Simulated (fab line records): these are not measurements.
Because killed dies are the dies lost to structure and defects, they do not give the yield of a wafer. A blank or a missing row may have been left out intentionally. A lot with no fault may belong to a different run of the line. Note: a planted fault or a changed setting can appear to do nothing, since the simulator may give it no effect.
fab line records	flow sky130
record lots=7	wafers=21	lastDay=47
route steps=708 shown VT_ADJUST_NCORE@128 VT_ADJUST_HVTR@131
lots untouched by any fault: they come from a run of this same line in which no faults occurred
startH: hours from the record's first day to the start of the lot's first wafer shown	waitH: time in hours since the lot's previous step	" same as the row above	L1.1+2: a single row standing in for several wafers	- value missing, or start not given	* or withheld: withheld	< > ~ a bound
route shown NAME@n: names a module that has steps shown in the file, with the first one's number in the route	usual: mean and standard deviation over wafers with no fault	same: alike in all rows	chamber/n: place in a boat	sites: the reading at each site	_std_site: standard deviation of those values	_edge_site: the outer-site mean with the inner-site mean subtracted	radiusMm: for every site, how far away it sits from the centre of the wafer	mask NAME#n: copy n	behind: tool/chamber where the wafer was last shaped	hold: the reason the lot was held/the length of the hold in hours/how it ended	device: names the non-switching transistor (n, p or np)	end of line: the same wafers' tests at the end of the route	where a step has no rows: the recipe by itself	killed: dies lost to structure and defects at the first sort, not the wafer's yield	map: a wafer's dies, marking killed ones x, the rest . and places with no die _
set.NAME: the setting that was run; set.NAME@STEP: the one run at that earlier step	model.NAME: the simulator's own value behind a step, which no gauge read
lots seen at some steps along the route; tables by step, rows by wafer
services: the hour from which a tool's chamber was out of use, counted from the record's first day as startH (under 0 if before that day), plus the number of hours and why
## steps
# step SKY_VT_ADJUST_NCORE_IMPLANT_09
# recipe species=B	energyKev=10	doseCm2=2.4e+12	tiltDeg=withheld
# step SKY_VT_ADJUST_NCORE_STRIP_10
# recipe chemistry=O2/N2	powerW=1400	pressureMtorr=1500	platenTempC=withheld	o2FlowSccm=3000	n2FlowSccm=300	overashFraction=0.5
# usual drypumpMotorCurrentA=5.8/0.31	oesProductAu=0.716/0.0051	stripTimeToEndpointS=14.18/0.032
lot.wafer	tool	chamber	startH	waitH	drypumpMotorCurrentA	oesProductAu	rfHoursCounterH	stripTimeToEndpointS
L299.2	plasmaAsher-04	1	186.45	0.1	5.7	0.722	37	14.20
L299.3	"	0	"	"	5.3	0.703	-	14.23
L299.5	"	0	"	"	5.3	0.706	-	14.19
L300.1	plasmaAsher-03	0	191.35	0.1	6.0	0.721	50	14.26
L300.2	"	1	"	"	6.1	0.721	50	14.21
L300.3	"	1	"	"	6.1	0.716	-	14.20
L302.1	plasmaAsher-02	0	206.10	0.1	5.7	0.719	9	14.19
L302.4	"	1	"	"	6.2	0.719	-	14.20
L302.6	"	1	"	"	6.3	0.710	-	14.23
L303.1	plasmaAsher-03	1	212.60	0.1	6.1	0.710	52	14.15
L303.3	"	0	"	"	6.0	0.714	-	14.14
L303.4	"	1	"	"	6.1	0.712	-	14.18
L306.3	plasmaAsher-04	1	234.22	0.1	5.7	0.716	-	14.21
L306.4	"	0	"	"	5.3	0.717	-	14.18
L306.5	"	1	"	"	5.7	0.720	-	14.19
L307.3	plasmaAsher-04	1	246.74	0.1	5.7	0.713	-	14.14
L307.5	"	0	"	"	5.3	0.718	-	14.20
L307.6	"	1	"	"	5.7	0.712	-	14.15
L308.1	plasmaAsher-03	1	246.99	0.1	6.1	0.713	55	14.14
L308.4	"	0	"	"	5.9	0.717	-	14.17
L308.5	"	1	"	"	6.1	0.718	-	14.14
# step SKY_VT_ADJUST_NCORE_TW_MEAS_11
# usual VT_ADJUST_NCORE_TW=218.6/2.5
lot.wafer	tool	chamber	startH	waitH	VT_ADJUST_NCORE_TW
L299.2	filmMetro-01	-	186.56	0.1	221.6
L299.3	"	-	"	"	221.1
L299.5	"	-	"	"	220.6
L300.1	filmMetro-03	-	191.45	0.1	216.2
L300.2	"	-	"	"	214.7
L300.3	"	-	"	"	215.4
L302.1	filmMetro-04	-	206.20	0.1	217.1
L302.4	"	-	"	"	217.4
L302.6	"	-	"	"	216.2
L303.1	filmMetro-01	-	212.70	0.1	223.1
L303.3	"	-	"	"	221.8
L303.4	"	-	"	"	223.7
L306.3	filmMetro-04	-	234.31	0.1	218.0
L306.4	"	-	"	"	218.8
L306.5	"	-	"	"	219.6
L307.3	filmMetro-04	-	246.82	0.1	217.2
L307.5	"	-	"	"	218.7
L307.6	"	-	"	"	217.3
L308.1	filmMetro-03	-	247.09	0.1	214.8
L308.4	"	-	"	"	214.8
L308.5	"	-	"	"	215.7
# step SKY_VT_ADJUST_HVTR_DEHYDRATE_00
# recipe tempC=200	timeS=60
# step SKY_VT_ADJUST_HVTR_HMDS_01
# recipe primeTimeS=60	primeTempC=120
# step SKY_VT_ADJUST_HVTR_COAT_02
# recipe resist=NOVOLAK	spinRpm=3000	resistThkNm=1140
# step SKY_VT_ADJUST_HVTR_SOFTBAKE_03
# recipe tempC=90	timeS=60	resist=NOVOLAK
# step SKY_VT_ADJUST_HVTR_EXPOSE_04
# recipe maskId=HVTRM	targetCdNm=380	na=0.6	sourceShape=conventional	sigmaOuter=0.6	doseMj=150
# step SKY_VT_ADJUST_HVTR_PEB_05
# recipe tempC=withheld	timeS=*	resist=NOVOLAK
# step SKY_VT_ADJUST_HVTR_DEVELOP_06
# recipe developTimeS=61.13	devTempC=23
# step SKY_VT_ADJUST_HVTR_CD_MEAS_07
# recipe targetCdNm=380
# usual cdNm=379.8/2.3
lot.wafer	tool	chamber	startH	waitH	cdNm
L299.2	cdSem-02	-	207.37	0.1	377.2
L299.3	"	-	"	"	377.3
L299.5	"	-	"	"	380.5
L300.1	cdSem-01	-	211.92	0.1	373.6
L300.2	"	-	"	"	377.1
L300.3	"	-	"	"	377.1
L302.1	cdSem-01	-	227.85	0.1	379.0
L302.4	"	-	"	"	377.1
L302.6	"	-	"	"	381.0
L303.1	cdSem-01	-	235.20	0.1	378.4
L303.3	"	-	"	"	376.1
L303.4	"	-	"	"	376.9
L306.3	cdSem-02	-	257.51	0.1	376.4
L306.4	"	-	"	"	377.4
L306.5	"	-	"	"	379.0
L307.3	cdSem-01	-	269.89	0.1	381.8
L307.5	"	-	"	"	384.0
L307.6	"	-	"	"	384.2
L308.1	cdSem-01	-	270.42	0.1	376.5
L308.4	"	-	"	"	376.2
L308.5	"	-	"	"	378.9
# step SKY_VT_ADJUST_HVTR_OVL_MEAS_08
# usual VT_ADJUST_HVTR_OVL=-0.3/1.5
lot.wafer	tool	chamber	startH	waitH	VT_ADJUST_HVTR_OVL[nm]
L299.2	overlay-01	-	207.47	0.1	1.1
L299.3	"	-	"	"	1.6
L299.5	"	-	"	"	0.8
L300.1	overlay-02	-	212.04	0.1	0.3
L300.2	"	-	"	"	-1.1
L300.3	"	-	"	"	-0.6
L302.1	overlay-02	-	227.97	0.1	0.5
L302.4	"	-	"	"	-0.9
L302.6	"	-	"	"	-0.4
L303.1	overlay-02	-	235.32	0.1	0.1
L303.3	"	-	"	"	0.0
L303.4	"	-	"	"	0.3
L306.3	overlay-01	-	257.60	0.1	3.4
L306.4	"	-	"	"	2.4
L306.5	"	-	"	"	2.8
L307.3	overlay-02	-	269.98	0.1	-0.3
L307.5	"	-	"	"	-0.3
L307.6	"	-	"	"	-1.7
L308.1	overlay-01	-	270.54	0.1	-0.9
L308.4	"	-	"	"	2.0
L308.5	"	-	"	"	2.2
# step SKY_VT_ADJUST_HVTR_IMPLANT_09
# recipe species=B	energyKev=10	doseCm2=2.1e+12	tiltDeg=withheld
# usual beamEnergyKeV=10.001/0.0033	implantIonAmu=11/0
lot.wafer	tool	chamber	startH	waitH	beamEnergyKeV	implantIonAmu	model.implant.rpNm	model.implant.drpNm
L299.2	implanter-03	0	207.53	0.0	9.997	11	32.69	17.11
L299.3	"	0	"	"	10.006	11	32.69	17.11
L299.5	"	0	"	"	10.003	11	32.69	17.11
L300.1	implanter-02	0	212.07	0.0	9.998	11	33.42	17.11
L300.2	"	0	"	"	9.996	11	33.42	17.11
L300.3	"	0	"	"	9.997	11	33.42	17.11
L302.1	implanter-02	0	228.00	0.0	9.994	11	33.26	17.11
L302.4	"	0	"	"	10.001	11	33.26	17.11
L302.6	"	0	"	"	9.996	11	33.26	17.11
L303.1	implanter-01	0	235.35	0.0	9.997	11	33.77	17.11
L303.3	"	0	"	"	9.999	11	33.77	17.11
L303.4	"	0	"	"	10.008	11	33.77	17.11
L306.3	implanter-02	0	257.67	0.1	9.999	49	10.06	6.005
L306.4	"	0	"	"	10.002	49	10.06	6.005
L306.5	"	0	"	"	10.001	49	10.06	6.005
L307.3	implanter-01	0	270.05	0.1	10.005	49	10.64	6.005
L307.5	"	0	"	"	9.998	49	10.64	6.005
L307.6	"	0	"	"	9.999	49	10.64	6.005
L308.1	implanter-03	0	270.57	0.0	9.998	49	10.14	6.005
L308.4	"	0	"	"	9.999	49	10.14	6.005
L308.5	"	0	"	"	10.000	49	10.14	6.005
# step SKY_VT_ADJUST_HVTR_STRIP_10
# recipe chemistry=O2/N2	powerW=1400	pressureMtorr=1500	platenTempC=withheld	o2FlowSccm=3000	n2FlowSccm=300	overashFraction=0.5
# usual drypumpMotorCurrentA=5.7/0.43	oesProductAu=0.716/0.0042	stripTimeToEndpointS=14.19/0.041
lot.wafer	tool	chamber	startH	waitH	drypumpMotorCurrentA	oesProductAu	rfHoursCounterH	stripTimeToEndpointS
L299.2	plasmaAsher-01	1	207.65	0.1	5.1	0.708	51	14.19
L299.3	"	1	"	"	5.2	0.716	-	14.17
L299.5	"	0	"	"	6.3	0.717	-	14.19
L300.1	plasmaAsher-02	1	212.22	0.1	6.2	0.714	9	14.27
L300.2	"	0	"	"	5.7	0.711	9	14.24
L300.3	"	1	"	"	6.2	0.716	-	14.25
L302.1	plasmaAsher-04	1	228.15	0.1	5.7	0.711	41	14.24
L302.4	"	0	"	"	5.3	0.706	-	14.22
L302.6	"	1	"	"	5.7	0.710	-	14.22
L303.1	plasmaAsher-01	1	235.50	0.1	5.2	0.726	54	14.24
L303.3	"	1	"	"	5.1	0.721	-	14.17
L303.4	"	0	"	"	6.3	0.719	-	14.19
L306.3	plasmaAsher-01	0	257.81	0.1	6.3	0.717	-	14.19
L306.4	"	1	"	"	5.2	0.724	-	14.18
L306.5	"	0	"	"	6.3	0.713	-	14.19
L307.3	plasmaAsher-01	0	270.19	0.1	6.3	0.713	-	14.25
L307.5	"	1	"	"	5.2	0.714	-	14.24
L307.6	"	0	"	"	6.3	0.714	-	14.29
L308.1	plasmaAsher-01	1	270.72	0.1	5.1	0.719	58	14.18
L308.4	"	0	"	"	6.3	0.718	-	14.19
L308.5	"	1	"	"	5.2	0.720	-	14.19
# step SKY_VT_ADJUST_HVTR_TW_MEAS_11
# usual VT_ADJUST_HVTR_TW=209.8/1.7
lot.wafer	tool	chamber	startH	waitH	hold	VT_ADJUST_HVTR_TW
L299.2	filmMetro-04	-	207.76	0.1	-	208.4
L299.3	"	-	"	"	-	207.7
L299.5	"	-	"	"	-	208.4
L300.1	filmMetro-02	-	212.32	0.1	-	212.5
L300.2	"	-	"	"	-	211.5
L300.3	"	-	"	"	-	212.5
L302.1	filmMetro-02	-	228.25	0.1	-	211.2
L302.4	"	-	"	"	-	210.4
L302.6	"	-	"	"	-	211.3
L303.1	filmMetro-03	-	235.60	0.1	-	208.3
L303.3	"	-	"	"	-	207.3
L303.4	"	-	"	"	-	207.4
L306.3	filmMetro-04	-	257.89	0.1	awaitDispo/0.2h/release	304.5
L306.4	"	-	"	"	awaitDispo/0.2h/release	303.9
L306.5	"	-	"	"	awaitDispo/0.2h/release	304.8
L306.3	filmMetro-04	-	258.12	0.2	-	305.1
L306.4	"	-	"	"	-	303.5
L306.5	"	-	"	"	-	303.6
L307.3	filmMetro-04	-	270.27	0.1	awaitDispo/0.2h/release	302.6
L307.5	"	-	"	"	awaitDispo/0.2h/release	302.9
L307.6	"	-	"	"	awaitDispo/0.2h/release	303.4
L307.3	filmMetro-04	-	270.50	0.2	-	303.9
L307.5	"	-	"	"	-	303.2
L307.6	"	-	"	"	-	302.8
L308.1	filmMetro-04	-	270.82	0.1	awaitDispo/0.2h/release	303.6
L308.4	"	-	"	"	awaitDispo/0.2h/release	304.1
L308.5	"	-	"	"	awaitDispo/0.2h/release	303.2
L308.1	filmMetro-04	-	271.05	0.2	-	302.8
L308.4	"	-	"	"	-	303.4
L308.5	"	-	"	"	-	304.1
## services
tool	chamber	startH	hours	kind
implanter-03	-	185.34	0.8	repair
implanter-03	-	191.56	2.5	pm
plasmaAsher-02	-	224.48	4.3	pm
## key
firstSign step=SKY_VT_ADJUST_HVTR_IMPLANT_09	reading=implantIonAmu	direction=up	sigmas=99+	usual=11	struck=49
effect step=SKY_VT_ADJUST_HVTR_TW_MEAS_11	reading=visit	direction=added
effect step=SKY_VT_ADJUST_HVTR_TW_MEAS_11	reading=VT_ADJUST_HVTR_TW	direction=up	sigmas=57	usual=209.8	struck=303.7
modelEffect step=SKY_VT_ADJUST_HVTR_IMPLANT_09	value=implant.rpNm	without=33.45	struck=10.28
metAt SKY_VT_ADJUST_HVTR_IMPLANT_09
struckWafers L306.3,L306.4,L306.5,L307.3,L307.5,L307.6,L308.1,L308.4,L308.5
scrappedBehind SKY_VT_ADJUST_HVTR_TW_MEAS_11 L306.3,L306.4,L306.5,L307.3,L307.5,L307.6,L308.1,L308.4,L308.5
onsetBetween 235.35 257.67
fault kind=wrongRecipeDownload	tool=implanter-01,implanter-02,implanter-03	chamber=-	onsetH=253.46	steps=SKY_VT_ADJUST_HVTR_IMPLANT_09	wrongRecipe.notListed=1
